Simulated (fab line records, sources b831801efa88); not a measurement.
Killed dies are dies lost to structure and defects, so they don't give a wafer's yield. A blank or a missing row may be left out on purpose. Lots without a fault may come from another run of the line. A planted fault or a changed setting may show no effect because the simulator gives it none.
fab line records | flow sky130
record lots=6 wafers=18 last_day=50
route steps=708 shown PWDE@54 NWELL@56 PAD_OPEN@708
lots that met no fault: from a run of the same line without faults
start_h: hours from the record's first day to the start of the lot's first wafer shown | wait_h: hours since the lot's step before | " the same as in the row above | L1.1+2: a row that stands for several wafers | - no value, or no start given | * or withheld: withheld | < > ~ a bound
route shown NAME@n: a module of which the file shows steps, and the number in the route of the first | usual: mean/standard deviation of fault-free wafers | same: alike in all rows | chamber/n: place in a boat | sites: the reading at each site | _std_site: their standard deviation | _edge_site: outer sites' mean less inner sites' | radius_mm: how far each site lies from the wafer's centre | mask NAME#n: copy n | behind: the tool/chamber that last shaped the wafer | hold: why the lot was held/for how many hours/how that ended | device: the transistor (n, p or np) that didn't switch | end of line: the same wafers' tests at the end of the route | a step without rows: its recipe alone | killed: dies lost to structure and defects at the first sort, not the wafer's yield | map: a wafer's dies, x killed, . not, _ none there
set.NAME: the setting as run; set.NAME@STEP: as run at that earlier step | model.NAME: the simulator's own value behind a step, which no gauge read
lots at some steps of the route; a table a step, a row a wafer
services: from which hour (start_h, from the record's first day; less than 0 if before it) a tool's chamber was out of use, for how many hours, and why
## steps
# step SKY_PWDE_STRIP_09
# recipe chemistry=O2/N2 power_w=1400 pressure_mtorr=1500 platen_temp_c=withheld o2_flow_sccm=3000 n2_flow_sccm=300 overash_fraction=0.5
# usual drypump_motor_current_A=5.6/0.38 oes_product_au=0.722/0.0046 strip_time_to_endpoint_s=36.91/0.099
# columns lot.wafer tool chamber start_h wait_h drypump_motor_current_A oes_product_au rf_hours_counter_h strip_time_to_endpoint_s
L491.2 plasma_asher-02 0 67.84 0.1 6.1 0.728 38 37.03
L491.3 " 0 " " 6.1 0.720 - 36.94
L491.4 " 1 " " 5.7 0.721 - 36.94
L494.2 plasma_asher-03 0 85.39 0.1 4.9 0.727 38 36.86
L494.3 " 1 " " 5.8 0.725 - 36.89
L494.5 " 1 " " 5.8 0.719 - 36.88
L495.1 plasma_asher-04 1 91.78 0.1 5.8 0.718 41 36.78
L495.4 " 0 " " 5.4 0.721 - 36.82
L495.5 " 1 " " 5.8 0.725 - 36.81
L498.3 plasma_asher-03 0 110.22 0.1 4.9 0.717 - 36.93
L498.4 " 1 " " 5.7 0.720 - 36.89
L498.6 " 0 " " 4.9 0.719 - 36.88
L510.2 plasma_asher-02 1 176.58 0.1 5.7 0.721 48 36.89
L510.4 " 1 " " 5.7 0.722 - 37.01
L510.5 " 0 " " 6.1 0.726 - 36.85
L513.4 plasma_asher-03 1 193.61 0.1 5.8 0.727 - 37.01
L513.5 " 1 " " 5.8 0.723 - 36.98
L513.6 " 0 " " 4.9 0.731 - 37.15
# step SKY_PWDE_TW_MEAS_10
# usual PWDE_TW=377.0/2.2
# columns lot.wafer tool chamber start_h wait_h PWDE_TW
L491.2 film_metro-01 - 67.95 0.1 375.7
L491.3 " - " " 376.3
L491.4 " - " " 377.5
L494.2 film_metro-01 - 85.50 0.1 373.4
L494.3 " - " " 373.2
L494.5 " - " " 371.6
L495.1 film_metro-01 - 91.88 0.1 375.0
L495.4 " - " " 376.1
L495.5 " - " " 374.6
L498.3 film_metro-02 - 110.31 0.1 379.3
L498.4 " - " " 379.1
L498.6 " - " " 380.3
L510.2 film_metro-01 - 176.69 0.1 376.9
L510.4 " - " " 376.8
L510.5 " - " " 377.4
L513.4 film_metro-01 - 193.71 0.1 377.2
L513.5 " - " " 376.8
L513.6 " - " " 375.6
# step SKY_NWELL_DEHYDRATE_03
# recipe temp_c=200 time_s=60
# step SKY_NWELL_HMDS_04
# recipe prime_time_s=60 prime_temp_c=120
# step SKY_NWELL_COAT_05
# recipe spin_rpm=2000 resist_thk_nm=3000
# step SKY_NWELL_SOFTBAKE_06
# recipe temp_c=110 time_s=withheld
# step SKY_NWELL_EXPOSE_07
# recipe mask_id=NWM na=0.6 source_shape=conventional sigma_outer=0.6 polarization=unpolarized target_cd_nm=840 dose_mj=255
# step SKY_NWELL_PEB_08
# recipe temp_c=115 time_s=withheld
# step SKY_NWELL_DEVELOP_09
# recipe wall_angle_deg=90 developer=TMAH develop_time_s=60 dev_temp_c=23
# step SKY_NWELL_OVL_MEAS_10
# usual NWELL_00_OVL=-0.9/1.4
# columns lot.wafer tool chamber start_h wait_h NWELL_00_OVL[nm]
L491.2 overlay-01 - 83.55 - -0.8
L491.3 " - " " 1.1
L491.4 " - " " 0.0
L494.2 overlay-02 - 103.31 - -2.4
L494.3 " - " " -1.2
L494.5 " - " " -1.9
L495.1 overlay-01 - 109.65 - -3.3
L495.4 " - " " -2.8
L495.5 " - " " -2.8
L498.3 overlay-02 - 128.34 - -1.9
L498.4 " - " " -0.5
L498.6 " - " " -1.7
L510.2 overlay-02 - 197.26 - 0.1
L510.4 " - " " -0.2
L510.5 " - " " -2.1
L513.4 overlay-01 - 215.36 - 0.4
L513.5 " - " " 0.1
L513.6 " - " " -0.3
# step SKY_NWELL_IMPLANT_11
# recipe species=P energy_kev=400 dose_cm2=1.9e+13 tilt_deg=withheld
# step SKY_NWELL_IMPLANT_12
# recipe species=P energy_kev=120 dose_cm2=1.3e+12 tilt_deg=withheld
# step SKY_NWELL_IMPLANT_13
# recipe species=P energy_kev=50 dose_cm2=7e+11 tilt_deg=withheld
# usual dose_ions_cm2=7e+11/7.2e+08 faraday_current_uA=3.95/0.075
# columns lot.wafer tool chamber start_h wait_h dose_ions_cm2 faraday_current_uA
L491.2 implanter-02 0 83.91 0.1 6.998e+11 3.82
L491.3 " 0 " " 6.993e+11 3.94
L491.4 " 0 " " 6.99e+11 4.05
L494.2 implanter-03 0 103.66 0.1 7.004e+11 4.02
L494.3 " 0 " " 6.987e+11 4.07
L494.5 " 0 " " 6.997e+11 4.01
L495.1 implanter-03 0 109.98 0.1 8.19e+10 0.47
L495.4 " 0 " " 8.19e+10 0.46
L495.5 " 0 " " 8.25e+10 0.47
L498.3 implanter-03 0 128.71 0.1 8.22e+10 0.45
L498.4 " 0 " " 8.18e+10 0.47
L498.6 " 0 " " 8.1e+10 0.46
L510.2 implanter-02 0 197.61 0.1 7.005e+11 3.95
L510.4 " 0 " " 6.994e+11 3.87
L510.5 " 0 " " 6.996e+11 3.92
L513.4 implanter-01 0 215.76 0.1 7.008e+11 3.91
L513.5 " 0 " " 6.987e+11 3.75
L513.6 " 0 " " 7.013e+11 3.88
# step SKY_NWELL_STRIP_14
# recipe chemistry=O2/N2 power_w=1400 pressure_mtorr=1500 platen_temp_c=withheld o2_flow_sccm=3000 n2_flow_sccm=300 overash_fraction=0.5
# usual drypump_motor_current_A=5.8/0.53 oes_product_au=0.723/0.0044 strip_time_to_endpoint_s=36.93/0.13
# columns lot.wafer tool chamber start_h wait_h drypump_motor_current_A oes_product_au rf_hours_counter_h strip_time_to_endpoint_s
L491.2 plasma_asher-03 1 84.03 0.1 5.7 0.719 38 36.76
L491.3 " 0 " " 4.9 0.726 - 36.76
L491.4 " 1 " " 5.7 0.719 - 36.77
L494.2 plasma_asher-01 0 103.79 0.1 6.6 0.730 31 36.88
L494.3 " 0 " " 6.6 0.724 - 36.77
L494.5 " 0 " " 6.6 0.722 - 36.93
L495.1 plasma_asher-01 0 110.13 0.1 6.6 0.719 32 36.85
L495.4 " 0 " " 6.6 0.730 - 36.84
L495.5 " 0 " " 6.6 0.722 - 36.88
L498.3 plasma_asher-01 0 128.84 0.1 6.6 0.731 - 36.89
L498.4 " 1 " " 6.1 0.721 - 37.01
L498.6 " 0 " " 6.6 0.720 - 36.82
L510.2 plasma_asher-01 1 197.74 0.1 6.1 0.720 41 36.93
L510.4 " 0 " " 6.6 0.719 - 36.91
L510.5 " 0 " " 6.6 0.725 - 37.00
L513.4 plasma_asher-04 1 215.86 0.1 5.8 0.720 - 37.08
L513.5 " 1 " " 5.8 0.722 - 37.15
L513.6 " 0 " " 5.4 0.721 - 37.10
# step SKY_NWELL_TW_MEAS_15
# usual NWELL_TW=1832/13
# columns lot.wafer tool chamber start_h wait_h NWELL_TW
L491.2 film_metro-01 - 84.14 0.1 1817
L491.3 " - " " 1824
L491.4 " - " " 1813
L494.2 film_metro-03 - 103.90 0.1 1834
L494.3 " - " " 1840
L494.5 " - " " 1832
L495.1 film_metro-01 - 110.23 0.1 1816
L495.4 " - " " 1819
L495.5 " - " " 1821
L498.3 film_metro-03 - 128.93 0.1 1832
L498.4 " - " " 1838
L498.6 " - " " 1835
L510.2 film_metro-01 - 197.85 0.1 1822
L510.4 " - " " 1837
L510.5 " - " " 1820
L513.4 film_metro-03 - 215.96 0.1 1806
L513.5 " - " " 1811
L513.6 " - " " 1812
# step SKY_NWELL_DEHYDRATE_16
# recipe temp_c=200 time_s=60
# step SKY_NWELL_HMDS_17
# recipe prime_time_s=60 prime_temp_c=120
# step SKY_NWELL_COAT_18
# recipe spin_rpm=2000 resist_thk_nm=3000
# step SKY_NWELL_SOFTBAKE_19
# recipe temp_c=110 time_s=withheld
# step SKY_NWELL_EXPOSE_20
# recipe mask_id=NWM_COMPLEMENT na=0.6 source_shape=conventional sigma_outer=0.6 polarization=unpolarized target_cd_nm=840 dose_mj=260
# step SKY_NWELL_PEB_21
# recipe temp_c=115 time_s=withheld
# step SKY_NWELL_DEVELOP_22
# recipe wall_angle_deg=90 developer=TMAH develop_time_s=60 dev_temp_c=23
# step SKY_NWELL_OVL_MEAS_23
# usual NWELL_01_OVL=-2.5/2
# columns lot.wafer tool chamber start_h wait_h NWELL_01_OVL[nm]
L491.2 overlay-02 - 102.03 - 1.8
L491.3 " - " " -2.4
L491.4 " - " " -0.7
L494.2 overlay-02 - 121.53 - -3.0
L494.3 " - " " 1.4
L494.5 " - " " -1.2
L495.1 overlay-01 - 128.20 - 1.4
L495.4 " - " " 1.1
L495.5 " - " " 1.6
L498.3 overlay-02 - 148.09 - -2.5
L498.4 " - " " -1.8
L498.6 " - " " -2.6
L510.2 overlay-02 - 219.15 - -3.6
L510.4 " - " " -5.4
L510.5 " - " " -3.8
L513.4 overlay-02 - 237.96 - -4.4
L513.5 " - " " -3.5
L513.6 " - " " -4.4
# step SKY_NWELL_IMPLANT_24
# recipe species=B energy_kev=140 dose_cm2=9.2e+12 tilt_deg=withheld
# step SKY_NWELL_STRIP_25
# recipe chemistry=O2/N2 power_w=1400 pressure_mtorr=1500 platen_temp_c=withheld o2_flow_sccm=3000 n2_flow_sccm=300 overash_fraction=0.5
# usual drypump_motor_current_A=5.9/0.55 oes_product_au=0.722/0.0047 strip_time_to_endpoint_s=36.90/0.14
# columns lot.wafer tool chamber start_h wait_h drypump_motor_current_A oes_product_au rf_hours_counter_h strip_time_to_endpoint_s
L491.2 plasma_asher-01 0 102.21 0.1 6.6 0.714 31 36.56
L491.3 " 1 " " 6.1 0.722 - 36.69
L491.4 " 0 " " 6.6 0.725 - 36.70
L494.2 plasma_asher-03 1 121.71 0.1 5.8 0.716 42 37.01
L494.3 " 1 " " 5.8 0.725 - 37.00
L494.5 " 0 " " 4.9 0.720 - 37.02
L495.1 plasma_asher-04 0 128.39 0.1 5.4 0.726 1 36.97
L495.4 " 0 " " 5.4 0.725 - 36.78
L495.5 " 0 " " 5.4 0.726 - 36.90
L498.3 plasma_asher-01 0 148.29 0.1 6.6 0.719 - 37.11
L498.4 " 1 " " 6.0 0.728 - 36.95
L498.6 " 0 " " 6.6 0.725 - 36.90
L510.2 plasma_asher-04 1 219.33 0.1 5.8 0.720 10 36.70
L510.4 " 1 " " 5.8 0.723 - 36.70
L510.5 " 0 " " 5.4 0.718 - 36.67
L513.4 plasma_asher-03 0 238.16 0.1 4.9 0.723 - 36.95
L513.5 " 0 " " 4.9 0.731 - 36.94
L513.6 " 1 " " 5.7 0.724 - 36.88
# step SKY_NWELL_TW_MEAS_26
# usual NWELL_2_TW=500.3/2.5
# columns lot.wafer tool chamber start_h wait_h NWELL_2_TW
L491.2 film_metro-03 - 102.32 0.1 500.6
L491.3 " - " " 501.8
L491.4 " - " " 500.9
L494.2 film_metro-02 - 121.82 0.1 498.4
L494.3 " - " " 498.7
L494.5 " - " " 503.0
L495.1 film_metro-01 - 128.49 0.1 500.5
L495.4 " - " " 499.5
L495.5 " - " " 500.1
L498.3 film_metro-02 - 148.38 0.1 501.0
L498.4 " - " " 502.7
L498.6 " - " " 500.8
L510.2 film_metro-01 - 219.44 0.1 498.7
L510.4 " - " " 498.0
L510.5 " - " " 497.6
L513.4 film_metro-01 - 238.26 0.1 497.5
L513.5 " - " " 496.4
L513.6 " - " " 497.9
# step SKY_NWELL_CLEAN_27
# recipe chemistry=SC1/SC2 mix=1:4:20 temp_c=70 time_s=150 dry=n2_spin
# step SKY_NWELL_RTA_28
# recipe temp_c=1050 time_s=30 idle_temp_c=650 ramp_up_c_per_s=150 ramp_down_c_per_s=90 ambient=N2
# usual lamp_power_pct=25.31/0.056 wafer_temp_C_max=1054.9/0.93
# columns lot.wafer tool chamber start_h wait_h lamp_power_pct wafer_temp_C_max
L491.2 rtp_anneal-01 0 102.44 0.0 25.35 1055.0
L491.3 " 0 " " 25.27 1055.3
L491.4 " 0 " " 25.32 1055.3
L494.2 rtp_anneal-01 0 121.94 0.0 25.28 1056.7
L494.3 " 0 " " 25.32 1053.2
L494.5 " 0 " " 25.39 1054.9
L495.1 rtp_anneal-01 0 128.60 0.0 25.32 1054.1
L495.4 " 0 " " 25.27 1055.3
L495.5 " 0 " " 25.30 1054.4
L498.3 rtp_anneal-01 0 148.50 0.0 25.28 1054.1
L498.4 " 0 " " 25.26 1055.6
L498.6 " 0 " " 25.30 1055.0
L510.2 rtp_anneal-02 0 219.56 0.0 25.36 1054.3
L510.4 " 0 " " 25.29 1055.1
L510.5 " 0 " " 25.29 1054.7
L513.4 rtp_anneal-02 0 238.39 0.1 25.34 1056.4
L513.5 " 0 " " 25.27 1054.2
L513.6 " 0 " " 25.31 1055.6
# step SKY_NWELL_RS_MEAS_29
# recipe thk_meas_gauge=four-point-probe
# usual NWELL_RS=624.6/1.5
# columns lot.wafer tool chamber start_h wait_h NWELL_RS[ohm/sq]
L491.2 film_metro-01 - 102.54 0.1 625.0
L491.3 " - " " 624.8
L491.4 " - " " 624.1
L494.2 film_metro-01 - 122.04 0.1 622.6
L494.3 " - " " 623.7
L494.5 " - " " 624.5
L495.1 film_metro-01 - 128.70 0.1 647.0
L495.4 " - " " 648.8
L495.5 " - " " 646.5
L498.3 film_metro-03 - 148.61 0.1 645.9
L498.4 " - " " 647.0
L498.6 " - " " 645.0
L510.2 film_metro-02 - 219.66 0.1 623.0
L510.4 " - " " 623.2
L510.5 " - " " 625.1
L513.4 film_metro-03 - 238.50 0.1 623.1
L513.5 " - " " 623.6
L513.6 " - " " 622.1
# step SKY_PAD_OPEN_PROBE_99
# usual killed_at_M0_to_M3=43/6.5 killed_at_M4_up=3.2/1.8 killed_at_contacts=24/5.2 killed_at_front_end=15/4 killed_at_other=0.4/0.69 killed_dies=86/8.7 killed_open=47/7 killed_short=39/5.7
# same gross_dies=492 killed_at_back_side=0
# columns lot.wafer tool chamber start_h wait_h killed_at_M0_to_M3 killed_at_M4_up killed_at_contacts killed_at_front_end killed_at_other killed_dies killed_open killed_short model.etest.nfet_16v.r_on_ohm_um model.etest.pfet_16v.r_on_ohm_um model.etest.pfet_g5v0d10v5.r_on_ohm_um model.etest.tip_p.rs_ohm_sq model.etest.pfet_01v8.r_on_ohm_um model.etest.tip_p_5v.rs_ohm_sq model.etest.pfet_g5v0d10v5.drive_ua_um model.etest.pfet_01v8_lvt.drive_ua_um
L491.2 prober-02 - 1073.67 0.1 27 2 28 11 1 69 39 29 1.398e+04 1.521e+04 4776 6862 2887 2862 339 173.8
L491.3 prober-02 - 1073.72 0.2 36 1 32 15 0 84 37 47 1.412e+04 1.537e+04 4797 6891 2906 2869 337.3 173.7
L491.4 prober-02 - 1073.77 0.2 41 2 28 14 1 86 47 39 1.407e+04 1.523e+04 4858 6828 2904 2856 333.6 172.4
L494.2 prober-01 - 1093.17 0.1 41 3 29 20 0 93 42 48 1.43e+04 1.497e+04 4751 6930 2969 2841 338.7 171.5
L494.3 prober-01 - 1093.22 0.2 39 2 20 16 0 77 35 41 1.415e+04 1.492e+04 4723 6957 2945 2874 345.6 172.3
L494.5 prober-01 - 1093.32 0.2 42 2 24 23 0 91 48 43 1.442e+04 1.503e+04 4821 6912 2987 2859 334.4 170
L495.1 prober-02 - 1100.00 0.1 46 1 36 11 0 94 57 37 1.472e+04 1.488e+04 4452 6750 2904 2779 369.6 194.9
L495.4 prober-02 - 1100.15 0.2 49 5 19 8 0 81 32 49 1.482e+04 1.456e+04 4376 6705 2801 2794 374.5 197.8
L495.5 prober-02 - 1100.20 0.2 56 3 25 13 1 98 55 43 1.462e+04 1.501e+04 4354 6730 2782 2778 375.2 198.3
L498.3 prober-01 - 1123.82 0.2 52 4 20 10 0 86 43 43 1.493e+04 1.445e+04 4348 6636 2833 2762 377.4 198.4
L498.4 prober-01 - 1123.87 0.2 49 2 24 13 1 89 54 35 1.494e+04 1.454e+04 4420 6692 2844 2731 376.8 198.6
L498.6 prober-01 - 1123.97 0.2 39 5 20 11 0 75 38 37 1.494e+04 1.464e+04 4374 6641 2771 2757 375.2 200.3
L510.2 prober-01 - 1182.37 0.1 40 4 24 23 0 91 48 43 1.432e+04 1.515e+04 4815 6866 2918 2857 340.8 174.7
L510.4 prober-01 - 1182.47 0.2 31 2 32 22 0 87 43 44 1.435e+04 1.57e+04 4739 6891 2847 2856 347.5 177.3
L510.5 prober-01 - 1182.52 0.2 35 0 36 8 0 79 49 30 1.451e+04 1.534e+04 4802 6877 2894 2856 340.6 175.5
L513.4 prober-02 - 1196.72 0.2 45 5 23 16 1 90 51 37 1.438e+04 1.505e+04 4654 6893 2862 2816 349.3 175.3
L513.5 prober-02 - 1196.77 0.2 45 5 28 15 2 95 59 35 1.449e+04 1.509e+04 4718 6935 3006 2826 346.5 172.2
L513.6 prober-02 - 1196.82 0.2 49 5 18 20 1 93 56 34 1.432e+04 1.492e+04 4706 6892 2883 2805 348.4 174.2
# killed by level:class
L491.2 LI_CONTACT:geometric_particle:open=11 CONTACT:geometric_particle:open=7 FIELD_ISO:geometric_particle:short=5 VIA2:geometric_particle:open=5 METAL2:geometric_particle:short=5 FIELD_ISO:geometric_particle:open=4 LI_CONTACT:geometric_particle:short=4 METAL1:geometric_particle:short=4
L491.3 VIA1:geometric_particle:open=10 LI_CONTACT:geometric_particle:open=8 LOCAL_INTERCONNECT:geometric_particle:short=8 METAL1:geometric_particle:short=7 CONTACT:geometric_particle:open=6 FIELD_ISO:geometric_particle:short=5 FIELD_ISO:geometric_particle:open=5 LI_CONTACT:geometric_particle:short=5
L491.4 LI_CONTACT:geometric_particle:open=10 CONTACT:geometric_particle:open=8 VIA1:geometric_particle:open=7 VIA2:geometric_particle:open=7 CONTACT:geometric_particle:short=5 FIELD_ISO:geometric_particle:short=4 METAL1:geometric_particle:short=4 VIA1:geometric_particle:short=4
L494.2 LOCAL_INTERCONNECT:geometric_particle:short=8 VIA1:geometric_particle:open=8 POLY_GATE:geometric_particle:short=7 CONTACT:geometric_particle:open=7 METAL1:geometric_particle:short=7 VIA2:geometric_particle:open=6 LI_CONTACT:geometric_particle:open=5 FIELD_ISO:geometric_particle:open=4
L494.3 VIA1:geometric_particle:open=10 LI_CONTACT:geometric_particle:open=7 METAL1:geometric_particle:short=7 FIELD_ISO:geometric_particle:short=5 LOCAL_INTERCONNECT:geometric_particle:short=5 POLY_GATE:geometric_particle:short=4 VIA1:geometric_particle:short=4 VIA2:geometric_particle:open=4
L494.5 FIELD_ISO:geometric_particle:open=11 METAL2:geometric_particle:short=8 VIA1:geometric_particle:open=8 VIA3:geometric_particle:open=7 CONTACT:geometric_particle:short=6 POLY_GATE:geometric_particle:short=5 LI_CONTACT:geometric_particle:open=5 CONTACT:geometric_particle:open=5
L495.1 VIA1:geometric_particle:open=16 CONTACT:geometric_particle:open=12 LI_CONTACT:geometric_particle:open=9 CONTACT:geometric_particle:short=6 METAL2:geometric_particle:short=5 VIA2:geometric_particle:open=5 VIA1:geometric_particle:short=5 METAL1:geometric_particle:open=5
L495.4 VIA2:geometric_particle:open=9 VIA3:geometric_particle:short=9 LI_CONTACT:geometric_particle:open=7 METAL1:geometric_particle:short=6 VIA1:geometric_particle:open=5 VIA2:geometric_particle:short=5 METAL4:geometric_particle:short=5 CONTACT:geometric_particle:open=4
L495.5 VIA1:geometric_particle:open=18 CONTACT:geometric_particle:open=8 LI_CONTACT:geometric_particle:open=7 VIA3:geometric_particle:open=7 VIA2:geometric_particle:short=7 METAL1:geometric_particle:short=6 VIA3:geometric_particle:short=5 CONTACT:geometric_particle:short=4
L498.3 VIA3:geometric_particle:open=12 CONTACT:geometric_particle:open=9 VIA1:geometric_particle:short=9 VIA1:geometric_particle:open=6 METAL1:geometric_particle:short=5 VIA3:geometric_particle:short=4 LOCAL_INTERCONNECT:geometric_particle:short=4 METAL2:geometric_particle:short=4
L498.4 CONTACT:geometric_particle:open=15 VIA2:geometric_particle:open=11 METAL1:geometric_particle:short=9 VIA1:geometric_particle:open=8 VIA3:geometric_particle:open=7 METAL2:geometric_particle:short=5 LI_CONTACT:geometric_particle:open=4 POLY_GATE:geometric_particle:open=3
L498.6 VIA1:geometric_particle:open=11 CONTACT:geometric_particle:open=7 VIA2:geometric_particle:open=7 FIELD_ISO:geometric_particle:short=4 POLY_GATE:geometric_particle:open=4 CONTACT:geometric_particle:short=4 METAL3:geometric_particle:short=4 VIA3:geometric_particle:short=4
L510.2 VIA1:geometric_particle:open=13 LI_CONTACT:geometric_particle:open=8 FIELD_ISO:geometric_particle:short=6 FIELD_ISO:geometric_particle:open=6 CONTACT:geometric_particle:open=6 VIA1:geometric_particle:short=6 POLY_GATE:geometric_particle:short=5 POLY_GATE:geometric_particle:open=5
L510.4 LI_CONTACT:geometric_particle:open=9 CONTACT:geometric_particle:open=9 FIELD_ISO:geometric_particle:short=8 METAL1:geometric_particle:short=6 VIA2:geometric_particle:open=6 LI_CONTACT:geometric_particle:short=5 LOCAL_INTERCONNECT:geometric_particle:short=5 VIA1:geometric_particle:short=5
L510.5 CONTACT:geometric_particle:open=15 CONTACT:geometric_particle:short=8 VIA2:geometric_particle:open=8 VIA3:geometric_particle:open=7 VIA1:geometric_particle:open=5 LI_CONTACT:geometric_particle:short=4 LI_CONTACT:geometric_particle:open=4 LOCAL_INTERCONNECT:geometric_particle:short=4
L513.4 CONTACT:geometric_particle:open=13 VIA1:geometric_particle:open=12 VIA1:geometric_particle:short=9 FIELD_ISO:geometric_particle:open=6 VIA3:geometric_particle:open=6 POLY_GATE:geometric_particle:short=4 CONTACT:geometric_particle:short=4 VIA2:geometric_particle:open=4
L513.5 VIA1:geometric_particle:open=15 VIA3:geometric_particle:open=11 CONTACT:geometric_particle:open=9 POLY_GATE:geometric_particle:open=6 LI_CONTACT:geometric_particle:open=6 CONTACT:geometric_particle:short=6 METAL2:geometric_particle:short=6 FIELD_ISO:geometric_particle:open=4
L513.6 VIA3:geometric_particle:open=13 VIA1:geometric_particle:open=11 VIA2:geometric_particle:open=7 LI_CONTACT:geometric_particle:open=6 CONTACT:geometric_particle:open=6 VIA1:geometric_particle:short=6 FIELD_ISO:geometric_particle:open=5 FIELD_ISO:geometric_particle:short=5
## services
# columns tool chamber start_h hours kind
implanter-03 - 46.74 24.9 repair
plasma_asher-03 - 62.54 2.9 repair
plasma_asher-02 - 80.71 8.3 repair
plasma_asher-04 - 108.79 9.0 pm
plasma_asher-04 0 108.79 9.0 vent_cycle
plasma_asher-04 1 108.79 9.0 vent_cycle
plasma_asher-04 0 117.79 - clean
plasma_asher-04 1 117.79 - clean
rtp_anneal-02 - 151.81 3.8 pm
implanter-01 - 155.54 2.8 pm
rtp_anneal-01 - 157.18 3.4 pm
implanter-01 - 167.29 1.4 repair
implanter-02 - 180.48 1.3 repair
implanter-01 - 180.88 3.0 pm
implanter-01 - 188.52 3.2 repair
plasma_asher-01 - 188.90 2.5 repair
implanter-02 - 191.77 2.1 repair
implanter-03 - 204.42 4.5 repair
## key
first_sign step=SKY_NWELL_IMPLANT_13 reading=dose_ions_cm2 direction=down sigmas=99+ usual=* struck=*
effect step=SKY_NWELL_IMPLANT_13 reading=faraday_current_uA direction=down sigmas=47 usual=3.95 struck=0.46
effect step=SKY_NWELL_RS_MEAS_29 reading=NWELL_RS direction=up sigmas=15 usual=624.6 struck=646.7
model_effect step=SKY_PAD_OPEN_PROBE_99 value=etest.nfet_16v.r_on_ohm_um without=1.405e+04 struck=1.483e+04
met_at SKY_NWELL_IMPLANT_13
struck_wafers L495.1,L495.4,L495.5,L498.3,L498.4,L498.6
tester_left_out L495,L498
onset_between 103.66 109.98
fault kind=process_parameter_drift tool=implanter-03 chamber=- onset_h=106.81 steps=SKY_NWELL_IMPLANT_13 channel=dose_cm2 offset=* shape=step end_h=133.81 acts_in=* stated=*
# tester_left_out: of these lots the tester's yield and bins aren't shown, on N5 and GAA mostly nor the transistor test; their killed dies are dies lost to structure and defects alone, not to doping, threshold or leakage, so they don't give the yield
